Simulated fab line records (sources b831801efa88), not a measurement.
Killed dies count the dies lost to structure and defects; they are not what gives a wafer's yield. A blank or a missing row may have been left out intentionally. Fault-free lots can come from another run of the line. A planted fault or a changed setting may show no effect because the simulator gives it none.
Matching of chambers | flow sky130 | 4 sister chambers for SKY_VIA2_CMP_02 on cmp-02
The step polishes SiO2. 16 wafers are shown with their chamber, then 8 later ones without.

## WAFERS, EACH WITH ITS CHAMBER
wafer  | chamber | motorCurrentA (A)
L698.2 | 0       | 13.2
L698.5 | 3       | 10.7
L698.6 | 2       | 11.5
L699.3 | 1       | 13.3
L699.4 | 0       | 12.8
L699.5 | 2       | 11.7
L708.1 | 0       | 13.8
L708.3 | 2       | 11.8
L708.6 | 3       | 11.1
L709.2 | 3       | 10.5
L709.4 | 0       | 13.1
L709.6 | 2       | 11.8
L711.2 | 3       | 11.2
L711.3 | 2       | 11.5
L711.4 | 0       | 13.3
L713.3 | 2       | 11.7

SIGNATURES (means of the wafers above)
reading       | chamber 0 | chamber 1 | chamber 2 | chamber 3 | scatter within a chamber
motorCurrentA | 13.240    | 13.300    | 11.667    | 10.875    | 0.282
Rule: a wafer lies at a distance from a chamber equal to the root of the sum of squares, over the readings, of (its reading less the chamber's mean, divided by the reading's scatter). The wafer belongs to the nearest chamber; if the next one is less than 2 further off, it can't be placed. The scatter: take each reading less its chamber's mean, square it, sum over the shown wafers, divide by the number of wafers less the number of chambers, and take the root.

## WAFERS WITH NO CHAMBER GIVEN
wafer  | motorCurrentA (A)
L713.5 | 11.2
L713.6 | 11.7
L714.1 | 11.9
L714.3 | 13.1
L714.6 | 12.7
L719.4 | 10.5
L719.5 | 11.4
L719.6 | 14.0

## THE CHAMBER EACH PASSED THROUGH
wafer  | from the rows above          | in truth
L713.5 | can't be placed: 3 or 2      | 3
L713.6 | 2                            | 2
L714.1 | 2                            | 2
L714.3 | can't be placed: 0 or 1      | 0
L714.6 | can't be placed: 0 or 1 or 2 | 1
L719.4 | 3                            | 3
L719.5 | can't be placed: 2 or 3      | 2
L719.6 | can't be placed: 1 or 0      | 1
Correct placement for 3 of the 8. From these rows, 5 cannot be placed; in 5 the true chamber is one of the candidates. Placed wrongly: 0.
